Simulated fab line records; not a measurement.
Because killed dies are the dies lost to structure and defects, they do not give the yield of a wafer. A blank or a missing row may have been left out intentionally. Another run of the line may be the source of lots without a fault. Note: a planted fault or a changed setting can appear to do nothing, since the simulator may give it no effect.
fab line records / flow sky130
record lots=6 wafers=18 lastDay=49
route steps=708 shown VIA2@515
lots untouched by any fault: they come from a run of this same line in which no faults occurred
startH: start of the lot's first displayed wafer, in hours after the record's first day / waitH: hours from the lot's prior step to this one / " unchanged from the row above / L1.1+2: several wafers, shown together as one row / - value missing, or start not given / * or withheld: withheld / < > ~ a bound
route shown NAME@n: NAME is a module with steps in the file, n the number in the route of the first one / usual: average and standard deviation across the fault-free wafers / same: alike in all rows / chamber/n: place in a boat / sites: each site's reading / _std_site: the standard deviation of these / _edge_site: the outer-site mean with the inner-site mean subtracted / radiusMm: for every site, how far away it sits from the centre of the wafer / mask NAME#n: copy n / behind: the tool/chamber that last shaped the wafer / hold: the reason the lot was held/the length of the hold in hours/how it ended / device: transistor that didn't switch, given as n, p or np / end of line: the tests these same wafers got at the end of their route / a step with no rows: only its recipe / killed: at the first sort, the dies lost to defects and structure; wafer yield is something else / map: shows each die of a wafer: x if killed, . if not, _ if none is there
set.NAME: the run value of the setting; set.NAME@STEP: its run value at that earlier step / model.NAME: the simulator's own value behind a step, which no gauge read
lots at some steps of the route; a table a step, a row a wafer
services: when a tool's chamber went out of use (startH, in hours from the record's first day, below 0 if earlier), for how many hours, and the reason
## steps
# step SKY_VIA2_SOFTBAKE_08
# recipe tempC=100 timeS=90 resist=KrF-thick
# step SKY_VIA2_EXPOSE_09
# recipe maskId=VIM2 na=0.8 sourceShape=annular sigmaInner=0.55 sigmaOuter=0.85 targetCdNm=200 doseMj=38
# step SKY_VIA2_PEB_10
# recipe pebTempC=withheld pebTimeS=withheld resist=KrF-thick
# step SKY_VIA2_DEVELOP_11
# recipe developTimeS=57.96 resist=KrF-thick devTempC=21
# step SKY_VIA2_CD_MEAS_12
# recipe targetCdNm=200
# usual cdNm=199.5/1.3
lot.wafer=L773.2 tool=cdSem-02 chamber=- startH=873.43 waitH=- cdNm=198.6
lot.wafer=L773.4 tool=cdSem-02 chamber=- startH=873.43 waitH=- cdNm=199.8
lot.wafer=L773.6 tool=cdSem-02 chamber=- startH=873.43 waitH=- cdNm=199.1
lot.wafer=L776.2 tool=cdSem-01 chamber=- startH=891.01 waitH=- cdNm=200.1
lot.wafer=L776.4 tool=cdSem-01 chamber=- startH=891.01 waitH=- cdNm=199.1
lot.wafer=L776.6 tool=cdSem-01 chamber=- startH=891.01 waitH=- cdNm=198.1
lot.wafer=L775.2 tool=cdSem-02 chamber=- startH=903.18 waitH=- cdNm=200.0
lot.wafer=L775.5 tool=cdSem-02 chamber=- startH=903.18 waitH=- cdNm=199.9
lot.wafer=L775.6 tool=cdSem-02 chamber=- startH=903.18 waitH=- cdNm=201.1
lot.wafer=L779.1 tool=cdSem-02 chamber=- startH=920.26 waitH=- cdNm=197.2
lot.wafer=L779.2 tool=cdSem-02 chamber=- startH=920.26 waitH=- cdNm=198.8
lot.wafer=L779.6 tool=cdSem-02 chamber=- startH=920.26 waitH=- cdNm=198.1
lot.wafer=L780.1 tool=cdSem-01 chamber=- startH=926.14 waitH=- cdNm=201.7
lot.wafer=L780.2 tool=cdSem-01 chamber=- startH=926.14 waitH=- cdNm=201.1
lot.wafer=L780.6 tool=cdSem-01 chamber=- startH=926.14 waitH=- cdNm=201.2
lot.wafer=L787.1 tool=cdSem-02 chamber=- startH=975.41 waitH=- cdNm=198.6
lot.wafer=L787.4 tool=cdSem-02 chamber=- startH=975.41 waitH=- cdNm=198.9
lot.wafer=L787.6 tool=cdSem-02 chamber=- startH=975.41 waitH=- cdNm=198.4
# step SKY_VIA2_OVL_MEAS_13
# usual VIA2_OVL=-4/4.9
lot.wafer=L773.2 tool=overlay-02 chamber=- startH=873.54 waitH=0.1 VIA2_OVL[nm]=-3
lot.wafer=L773.4 tool=overlay-02 chamber=- startH=873.54 waitH=0.1 VIA2_OVL[nm]=-3
lot.wafer=L773.6 tool=overlay-02 chamber=- startH=873.54 waitH=0.1 VIA2_OVL[nm]=0
lot.wafer=L776.2 tool=overlay-01 chamber=- startH=891.11 waitH=0.1 VIA2_OVL[nm]=-6
lot.wafer=L776.4 tool=overlay-01 chamber=- startH=891.11 waitH=0.1 VIA2_OVL[nm]=-11
lot.wafer=L776.6 tool=overlay-01 chamber=- startH=891.11 waitH=0.1 VIA2_OVL[nm]=-13
lot.wafer=L775.2 tool=overlay-01 chamber=- startH=903.29 waitH=0.1 VIA2_OVL[nm]=-2
lot.wafer=L775.5 tool=overlay-01 chamber=- startH=903.29 waitH=0.1 VIA2_OVL[nm]=6
lot.wafer=L775.6 tool=overlay-01 chamber=- startH=903.29 waitH=0.1 VIA2_OVL[nm]=-6
lot.wafer=L779.1 tool=overlay-02 chamber=- startH=920.38 waitH=0.1 VIA2_OVL[nm]=-5
lot.wafer=L779.2 tool=overlay-02 chamber=- startH=920.38 waitH=0.1 VIA2_OVL[nm]=-13
lot.wafer=L779.6 tool=overlay-02 chamber=- startH=920.38 waitH=0.1 VIA2_OVL[nm]=-7
lot.wafer=L780.1 tool=overlay-02 chamber=- startH=926.26 waitH=0.1 VIA2_OVL[nm]=-11
lot.wafer=L780.2 tool=overlay-02 chamber=- startH=926.26 waitH=0.1 VIA2_OVL[nm]=-16
lot.wafer=L780.6 tool=overlay-02 chamber=- startH=926.26 waitH=0.1 VIA2_OVL[nm]=-11
lot.wafer=L787.1 tool=overlay-01 chamber=- startH=975.53 waitH=0.1 VIA2_OVL[nm]=-10
lot.wafer=L787.4 tool=overlay-01 chamber=- startH=975.53 waitH=0.1 VIA2_OVL[nm]=-2
lot.wafer=L787.6 tool=overlay-01 chamber=- startH=975.53 waitH=0.1 VIA2_OVL[nm]=-8
# step SKY_VIA2_ETCH_14
# recipe chemistry=N2/H2 target=BARC ionEnergyEv=200 sourceW=500 biasW=100 pressureMtorr=30 n2FlowSccm=100 h2FlowSccm=200 stopOn=SiO2 timeS=45.9 targetDepthA=600
# usual drypumpMotorCurrentA=5.5/0.46 oesProductAu=0.854/0.0046 throttleValvePct=13.224/0.0094
lot.wafer=L773.2 tool=rieDiel-02 chamber=0 startH=873.57 waitH=0.0 drypumpMotorCurrentA=5.9 oesProductAu=0.858 rfHoursCounterH=7 throttleValvePct=13.241
lot.wafer=L773.4 tool=rieDiel-02 chamber=2 startH=873.57 waitH=0.0 drypumpMotorCurrentA=5.6 oesProductAu=0.849 rfHoursCounterH=21 throttleValvePct=13.226
lot.wafer=L773.6 tool=rieDiel-02 chamber=2 startH=873.57 waitH=0.0 drypumpMotorCurrentA=5.6 oesProductAu=0.846 rfHoursCounterH=- throttleValvePct=13.211
lot.wafer=L776.2 tool=rieDiel-03 chamber=1 startH=891.14 waitH=0.0 drypumpMotorCurrentA=4.8 oesProductAu=0.855 rfHoursCounterH=20 throttleValvePct=13.215
lot.wafer=L776.4 tool=rieDiel-03 chamber=0 startH=891.14 waitH=0.0 drypumpMotorCurrentA=6.2 oesProductAu=0.861 rfHoursCounterH=- throttleValvePct=13.228
lot.wafer=L776.6 tool=rieDiel-03 chamber=1 startH=891.14 waitH=0.0 drypumpMotorCurrentA=4.8 oesProductAu=0.852 rfHoursCounterH=- throttleValvePct=13.227
lot.wafer=L775.2 tool=rieDiel-02 chamber=0 startH=903.32 waitH=0.0 drypumpMotorCurrentA=5.9 oesProductAu=0.851 rfHoursCounterH=7 throttleValvePct=13.223
lot.wafer=L775.5 tool=rieDiel-02 chamber=2 startH=903.32 waitH=0.0 drypumpMotorCurrentA=5.6 oesProductAu=0.862 rfHoursCounterH=- throttleValvePct=13.220
lot.wafer=L775.6 tool=rieDiel-02 chamber=1 startH=903.32 waitH=0.0 drypumpMotorCurrentA=5.9 oesProductAu=0.850 rfHoursCounterH=- throttleValvePct=13.223
lot.wafer=L779.1 tool=rieDiel-03 chamber=1 startH=920.42 waitH=0.0 drypumpMotorCurrentA=4.8 oesProductAu=0.861 rfHoursCounterH=22 throttleValvePct=13.224
lot.wafer=L779.2 tool=rieDiel-03 chamber=0 startH=920.42 waitH=0.0 drypumpMotorCurrentA=6.2 oesProductAu=0.856 rfHoursCounterH=5 throttleValvePct=13.232
lot.wafer=L779.6 tool=rieDiel-03 chamber=3 startH=920.42 waitH=0.0 drypumpMotorCurrentA=5.3 oesProductAu=0.855 rfHoursCounterH=- throttleValvePct=13.212
lot.wafer=L780.1 tool=rieDiel-02 chamber=0 startH=926.29 waitH=0.0 drypumpMotorCurrentA=5.9 oesProductAu=0.855 rfHoursCounterH=8 throttleValvePct=13.230
lot.wafer=L780.2 tool=rieDiel-02 chamber=1 startH=926.29 waitH=0.0 drypumpMotorCurrentA=5.9 oesProductAu=0.863 rfHoursCounterH=6 throttleValvePct=13.235
lot.wafer=L780.6 tool=rieDiel-02 chamber=0 startH=926.29 waitH=0.0 drypumpMotorCurrentA=5.9 oesProductAu=0.848 rfHoursCounterH=- throttleValvePct=13.231
lot.wafer=L787.1 tool=rieDiel-02 chamber=2 startH=975.57 waitH=0.0 drypumpMotorCurrentA=5.6 oesProductAu=0.855 rfHoursCounterH=1 throttleValvePct=13.220
lot.wafer=L787.4 tool=rieDiel-02 chamber=0 startH=975.57 waitH=0.0 drypumpMotorCurrentA=5.9 oesProductAu=0.855 rfHoursCounterH=10 throttleValvePct=13.232
lot.wafer=L787.6 tool=rieDiel-02 chamber=3 startH=975.57 waitH=0.0 drypumpMotorCurrentA=5.0 oesProductAu=0.851 rfHoursCounterH=- throttleValvePct=13.255
# step SKY_VIA2_ETCH_15
# recipe target=SiO2 chemistry=C4F8/O2/Ar targetDepthNm=546 stopOn=TiN maskMaterial=KrF-thick sourceW=1500 biasW=1200 pressureMtorr=40 c4f8FlowSccm=withheld O2_flow_sccm=6 Ar_flow_sccm=300 timeS=84
# usual oesProductAu=0.940/0.0048
lot.wafer=L773.2 tool=rieDiel-02 chamber=0 startH=873.61 waitH=0.0 oesProductAu=0.943 rfHoursCounterH=7
lot.wafer=L773.4 tool=rieDiel-02 chamber=2 startH=873.61 waitH=0.0 oesProductAu=0.939 rfHoursCounterH=21
lot.wafer=L773.6 tool=rieDiel-02 chamber=2 startH=873.61 waitH=0.0 oesProductAu=0.939 rfHoursCounterH=-
lot.wafer=L776.2 tool=rieDiel-03 chamber=1 startH=891.19 waitH=0.0 oesProductAu=0.938 rfHoursCounterH=20
lot.wafer=L776.4 tool=rieDiel-03 chamber=0 startH=891.19 waitH=0.0 oesProductAu=0.935 rfHoursCounterH=-
lot.wafer=L776.6 tool=rieDiel-03 chamber=1 startH=891.19 waitH=0.0 oesProductAu=0.932 rfHoursCounterH=-
lot.wafer=L775.2 tool=rieDiel-02 chamber=0 startH=903.36 waitH=0.0 oesProductAu=0.939 rfHoursCounterH=7
lot.wafer=L775.5 tool=rieDiel-02 chamber=2 startH=903.36 waitH=0.0 oesProductAu=0.939 rfHoursCounterH=-
lot.wafer=L775.6 tool=rieDiel-02 chamber=1 startH=903.36 waitH=0.0 oesProductAu=0.944 rfHoursCounterH=-
lot.wafer=L779.1 tool=rieDiel-03 chamber=1 startH=920.46 waitH=0.0 oesProductAu=0.947 rfHoursCounterH=22
lot.wafer=L779.2 tool=rieDiel-03 chamber=0 startH=920.46 waitH=0.0 oesProductAu=0.934 rfHoursCounterH=6
lot.wafer=L779.6 tool=rieDiel-03 chamber=3 startH=920.46 waitH=0.0 oesProductAu=0.937 rfHoursCounterH=-
lot.wafer=L780.1 tool=rieDiel-02 chamber=0 startH=926.34 waitH=0.0 oesProductAu=0.940 rfHoursCounterH=8
lot.wafer=L780.2 tool=rieDiel-02 chamber=1 startH=926.34 waitH=0.0 oesProductAu=0.942 rfHoursCounterH=6
lot.wafer=L780.6 tool=rieDiel-02 chamber=0 startH=926.34 waitH=0.0 oesProductAu=0.935 rfHoursCounterH=-
lot.wafer=L787.1 tool=rieDiel-02 chamber=2 startH=975.61 waitH=0.0 oesProductAu=0.938 rfHoursCounterH=1
lot.wafer=L787.4 tool=rieDiel-02 chamber=0 startH=975.61 waitH=0.0 oesProductAu=0.946 rfHoursCounterH=10
lot.wafer=L787.6 tool=rieDiel-02 chamber=3 startH=975.61 waitH=0.0 oesProductAu=0.943 rfHoursCounterH=-
# step SKY_VIA2_STRIP_16
# recipe chemistry=O2/N2 powerW=1400 pressureMtorr=1500 platenTempC=withheld o2FlowSccm=3000 n2FlowSccm=300 overashFraction=0.5
# usual drypumpMotorCurrentA=5.6/0.62 oesProductAu=0.398/0.0043 stripTimeToEndpointS=4.053/0.024
lot.wafer=L773.2 tool=plasmaAsher-03 chamber=1 startH=873.67 waitH=0.0 drypumpMotorCurrentA=6.0 oesProductAu=0.394 rfHoursCounterH=109 stripTimeToEndpointS=4.081
lot.wafer=L773.4 tool=plasmaAsher-03 chamber=1 startH=873.67 waitH=0.0 drypumpMotorCurrentA=6.1 oesProductAu=0.397 rfHoursCounterH=- stripTimeToEndpointS=4.069
lot.wafer=L773.6 tool=plasmaAsher-03 chamber=0 startH=873.67 waitH=0.0 drypumpMotorCurrentA=6.0 oesProductAu=0.400 rfHoursCounterH=- stripTimeToEndpointS=4.044
lot.wafer=L776.2 tool=plasmaAsher-01 chamber=1 startH=891.25 waitH=0.0 drypumpMotorCurrentA=5.0 oesProductAu=0.392 rfHoursCounterH=37 stripTimeToEndpointS=4.044
lot.wafer=L776.4 tool=plasmaAsher-01 chamber=0 startH=891.25 waitH=0.0 drypumpMotorCurrentA=4.8 oesProductAu=0.405 rfHoursCounterH=- stripTimeToEndpointS=4.035
lot.wafer=L776.6 tool=plasmaAsher-01 chamber=0 startH=891.25 waitH=0.0 drypumpMotorCurrentA=4.8 oesProductAu=0.405 rfHoursCounterH=- stripTimeToEndpointS=4.029
lot.wafer=L775.2 tool=plasmaAsher-04 chamber=0 startH=903.42 waitH=0.0 drypumpMotorCurrentA=6.3 oesProductAu=0.401 rfHoursCounterH=78 stripTimeToEndpointS=4.073
lot.wafer=L775.5 tool=plasmaAsher-04 chamber=0 startH=903.42 waitH=0.0 drypumpMotorCurrentA=6.3 oesProductAu=0.396 rfHoursCounterH=- stripTimeToEndpointS=4.039
lot.wafer=L775.6 tool=plasmaAsher-04 chamber=1 startH=903.42 waitH=0.0 drypumpMotorCurrentA=4.9 oesProductAu=0.400 rfHoursCounterH=- stripTimeToEndpointS=4.035
lot.wafer=L779.1 tool=plasmaAsher-03 chamber=0 startH=920.52 waitH=0.0 drypumpMotorCurrentA=6.0 oesProductAu=0.396 rfHoursCounterH=115 stripTimeToEndpointS=4.070
lot.wafer=L779.2 tool=plasmaAsher-03 chamber=1 startH=920.52 waitH=0.0 drypumpMotorCurrentA=6.0 oesProductAu=0.400 rfHoursCounterH=115 stripTimeToEndpointS=4.026
lot.wafer=L779.6 tool=plasmaAsher-03 chamber=0 startH=920.52 waitH=0.0 drypumpMotorCurrentA=6.0 oesProductAu=0.406 rfHoursCounterH=- stripTimeToEndpointS=4.076
lot.wafer=L780.1 tool=plasmaAsher-01 chamber=1 startH=926.40 waitH=0.0 drypumpMotorCurrentA=5.0 oesProductAu=0.394 rfHoursCounterH=40 stripTimeToEndpointS=4.040
lot.wafer=L780.2 tool=plasmaAsher-01 chamber=0 startH=926.40 waitH=0.0 drypumpMotorCurrentA=4.8 oesProductAu=0.409 rfHoursCounterH=40 stripTimeToEndpointS=4.060
lot.wafer=L780.6 tool=plasmaAsher-01 chamber=1 startH=926.40 waitH=0.0 drypumpMotorCurrentA=5.0 oesProductAu=0.394 rfHoursCounterH=- stripTimeToEndpointS=4.025
lot.wafer=L787.1 tool=plasmaAsher-04 chamber=1 startH=975.67 waitH=0.0 drypumpMotorCurrentA=4.9 oesProductAu=0.398 rfHoursCounterH=85 stripTimeToEndpointS=4.074
lot.wafer=L787.4 tool=plasmaAsher-04 chamber=1 startH=975.67 waitH=0.0 drypumpMotorCurrentA=4.9 oesProductAu=0.392 rfHoursCounterH=- stripTimeToEndpointS=4.068
lot.wafer=L787.6 tool=plasmaAsher-04 chamber=0 startH=975.67 waitH=0.0 drypumpMotorCurrentA=6.3 oesProductAu=0.405 rfHoursCounterH=- stripTimeToEndpointS=4.048
# step SKY_VIA2_STRIP_17
# recipe chemistry=postEtchResidueRemover timeS=1200 tempC=72.5
# step SKY_VIA2_CLEAN_18
# recipe chemistry=IPA timeS=180 tempC=25
# step SKY_VIA2_CLEAN_19
# recipe chemistry=O3/DIW dry=n2Spin
# step SKY_VIA2_SPUTTER_20
# recipe material=TiN targetThkNm=20 chamberPressurePa=5 powerW=4000 timeS=80
# usual cathodeDcPowerW=4000.0/0.66 chamberPressurePa=5.000/0.01 throttleValvePct=30.1/0.85
lot.wafer=L773.2 tool=pvdSputter-03 chamber=- startH=874.30 waitH=0.0 cathodeDcPowerW=3999.3 chamberPressurePa=5.011 throttleValvePct=30.4
lot.wafer=L773.4 tool=pvdSputter-03 chamber=- startH=874.30 waitH=0.0 cathodeDcPowerW=4000.2 chamberPressurePa=4.999 throttleValvePct=29.9
lot.wafer=L773.6 tool=pvdSputter-03 chamber=- startH=874.30 waitH=0.0 cathodeDcPowerW=4000.2 chamberPressurePa=5.010 throttleValvePct=31.3
lot.wafer=L776.2 tool=pvdSputter-02 chamber=- startH=891.84 waitH=0.0 cathodeDcPowerW=- chamberPressurePa=- throttleValvePct=-
lot.wafer=L776.4 tool=pvdSputter-02 chamber=- startH=891.84 waitH=0.0 cathodeDcPowerW=- chamberPressurePa=- throttleValvePct=-
lot.wafer=L776.6 tool=pvdSputter-02 chamber=- startH=891.84 waitH=0.0 cathodeDcPowerW=- chamberPressurePa=- throttleValvePct=-
lot.wafer=L775.2 tool=pvdSputter-02 chamber=- startH=904.02 waitH=0.0 cathodeDcPowerW=- chamberPressurePa=- throttleValvePct=-
lot.wafer=L775.5 tool=pvdSputter-02 chamber=- startH=904.02 waitH=0.0 cathodeDcPowerW=- chamberPressurePa=- throttleValvePct=-
lot.wafer=L775.6 tool=pvdSputter-02 chamber=- startH=904.02 waitH=0.0 cathodeDcPowerW=- chamberPressurePa=- throttleValvePct=-
lot.wafer=L779.1 tool=pvdSputter-03 chamber=- startH=921.12 waitH=0.0 cathodeDcPowerW=3999.3 chamberPressurePa=5.006 throttleValvePct=29.5
lot.wafer=L779.2 tool=pvdSputter-03 chamber=- startH=921.12 waitH=0.0 cathodeDcPowerW=4001.0 chamberPressurePa=5.005 throttleValvePct=30.2
lot.wafer=L779.6 tool=pvdSputter-03 chamber=- startH=921.12 waitH=0.0 cathodeDcPowerW=4000.0 chamberPressurePa=5.005 throttleValvePct=30.1
lot.wafer=L780.1 tool=pvdSputter-02 chamber=- startH=926.99 waitH=0.0 cathodeDcPowerW=4000.1 chamberPressurePa=5.008 throttleValvePct=28.7
lot.wafer=L780.2 tool=pvdSputter-02 chamber=- startH=926.99 waitH=0.0 cathodeDcPowerW=4000.2 chamberPressurePa=4.983 throttleValvePct=29.8
lot.wafer=L780.6 tool=pvdSputter-02 chamber=- startH=926.99 waitH=0.0 cathodeDcPowerW=3999.7 chamberPressurePa=5.007 throttleValvePct=28.8
lot.wafer=L787.1 tool=pvdSputter-01 chamber=- startH=976.31 waitH=0.0 cathodeDcPowerW=3999.5 chamberPressurePa=4.991 throttleValvePct=30.1
lot.wafer=L787.4 tool=pvdSputter-01 chamber=- startH=976.31 waitH=0.0 cathodeDcPowerW=3998.8 chamberPressurePa=4.983 throttleValvePct=31.5
lot.wafer=L787.6 tool=pvdSputter-01 chamber=- startH=976.31 waitH=0.0 cathodeDcPowerW=3999.4 chamberPressurePa=4.985 throttleValvePct=30.1
# step SKY_VIA2_CVD_21
# recipe material=W targetThkNm=420 timeS=126.4 tempC=400 pressureTorr=40
# usual heaterPowerOuterW=504/22 heaterPowerW=829/33 susceptorTempC=399.98/0.24
lot.wafer=L773.2 tool=cvdW-01 chamber=0 startH=874.36 waitH=0.0 heaterPowerOuterW=533 heaterPowerW=884 susceptorTempC=399.85
lot.wafer=L773.4 tool=cvdW-01 chamber=1 startH=874.36 waitH=0.0 heaterPowerOuterW=527 heaterPowerW=821 susceptorTempC=400.39
lot.wafer=L773.6 tool=cvdW-01 chamber=1 startH=874.36 waitH=0.0 heaterPowerOuterW=542 heaterPowerW=833 susceptorTempC=400.20
lot.wafer=L776.2 tool=cvdW-02 chamber=0 startH=891.90 waitH=0.0 heaterPowerOuterW=475 heaterPowerW=816 susceptorTempC=399.90
lot.wafer=L776.4 tool=cvdW-02 chamber=0 startH=891.90 waitH=0.0 heaterPowerOuterW=502 heaterPowerW=816 susceptorTempC=400.03
lot.wafer=L776.6 tool=cvdW-02 chamber=1 startH=891.90 waitH=0.0 heaterPowerOuterW=493 heaterPowerW=809 susceptorTempC=400.19
lot.wafer=L775.2 tool=cvdW-02 chamber=0 startH=904.08 waitH=0.0 heaterPowerOuterW=484 heaterPowerW=816 susceptorTempC=400.07
lot.wafer=L775.5 tool=cvdW-02 chamber=0 startH=904.08 waitH=0.0 heaterPowerOuterW=482 heaterPowerW=810 susceptorTempC=400.12
lot.wafer=L775.6 tool=cvdW-02 chamber=1 startH=904.08 waitH=0.0 heaterPowerOuterW=485 heaterPowerW=814 susceptorTempC=400.19
lot.wafer=L779.1 tool=cvdW-01 chamber=1 startH=921.18 waitH=0.0 heaterPowerOuterW=521 heaterPowerW=794 susceptorTempC=400.10
lot.wafer=L779.2 tool=cvdW-01 chamber=0 startH=921.18 waitH=0.0 heaterPowerOuterW=513 heaterPowerW=871 susceptorTempC=399.82
lot.wafer=L779.6 tool=cvdW-01 chamber=0 startH=921.18 waitH=0.0 heaterPowerOuterW=524 heaterPowerW=872 susceptorTempC=399.90
lot.wafer=L780.1 tool=cvdW-01 chamber=0 startH=927.05 waitH=0.0 heaterPowerOuterW=519 heaterPowerW=872 susceptorTempC=400.05
lot.wafer=L780.2 tool=cvdW-01 chamber=0 startH=927.05 waitH=0.0 heaterPowerOuterW=526 heaterPowerW=869 susceptorTempC=400.16
lot.wafer=L780.6 tool=cvdW-01 chamber=0 startH=927.05 waitH=0.0 heaterPowerOuterW=534 heaterPowerW=888 susceptorTempC=400.02
lot.wafer=L787.1 tool=cvdW-01 chamber=1 startH=976.37 waitH=0.0 heaterPowerOuterW=526 heaterPowerW=818 susceptorTempC=399.97
lot.wafer=L787.4 tool=cvdW-01 chamber=0 startH=976.37 waitH=0.0 heaterPowerOuterW=525 heaterPowerW=884 susceptorTempC=400.33
lot.wafer=L787.6 tool=cvdW-01 chamber=0 startH=976.37 waitH=0.0 heaterPowerOuterW=539 heaterPowerW=868 susceptorTempC=400.06
## services
tool=cvdW-01 chamber=- startH=853.42 hours=2.8 kind=pm
tool=rieDiel-03 chamber=- startH=857.40 hours=9.0 kind=repair
tool=cvdW-02 chamber=- startH=857.63 hours=0.6 kind=repair
tool=rieDiel-03 chamber=2 startH=875.74 hours=21.6 kind=repair
tool=rieDiel-03 chamber=- startH=877.02 hours=0.2 kind=repair
tool=plasmaAsher-04 chamber=- startH=884.23 hours=14.6 kind=pm
tool=rieDiel-02 chamber=2 startH=884.86 hours=2.3 kind=repair
tool=pvdSputter-03 chamber=- startH=888.76 hours=3.9 kind=repair
tool=rieDiel-02 chamber=3 startH=894.85 hours=- kind=clean
tool=rieDiel-02 chamber=3 startH=894.85 hours=22.6 kind=scheduledDown
tool=rieDiel-02 chamber=3 startH=894.85 hours=22.6 kind=ventCycle
tool=cvdW-01 chamber=- startH=904.00 hours=14.0 kind=pm
tool=cvdW-01 chamber=0 startH=904.00 hours=14.0 kind=ventCycle
tool=plasmaAsher-03 chamber=- startH=908.67 hours=0.4 kind=repair
tool=rieDiel-02 chamber=2 startH=917.49 hours=- kind=clean
tool=rieDiel-02 chamber=2 startH=917.49 hours=15.1 kind=scheduledDown
tool=rieDiel-02 chamber=2 startH=917.49 hours=15.1 kind=ventCycle
tool=rieDiel-03 chamber=- startH=923.93 hours=19.5 kind=repair
tool=cvdW-01 chamber=1 startH=924.39 hours=6.7 kind=repair
tool=pvdSputter-01 chamber=- startH=932.96 hours=5.0 kind=repair
tool=rieDiel-02 chamber=1 startH=938.01 hours=9.5 kind=repair
tool=pvdSputter-01 chamber=- startH=941.20 hours=2.6 kind=repair
tool=rieDiel-03 chamber=- startH=942.36 hours=2.3 kind=repair
tool=plasmaAsher-04 chamber=- startH=963.41 hours=3.7 kind=repair
## key
firstSign step=SKY_VIA2_SPUTTER_20 reading=toolRecord direction=missing
effect none on later readings
metAt SKY_VIA2_SPUTTER_20
struckWafers L775.2,L775.5,L775.6,L776.2,L776.4,L776.6
laterRowsLeftOut L775.2,L775.5,L775.6,L776.2,L776.4,L776.6
sortLeftOut L775.2,L775.5,L775.6,L776.2,L776.4,L776.6
fault kind=skippedStepWhole tool=pvdSputter-02 chamber=- onsetH=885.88 steps=SKY_VIA2_SPUTTER_20 scope=struckLotsOnly
# sortLeftOut: the simulated sort isn't trusted on such a fault, so these wafers' sort isn't shown, and their yield isn't known
# laterRowsLeftOut: the simulator's readings of these wafers behind a module that went badly wrong aren't trusted and aren't shown, but for the sort
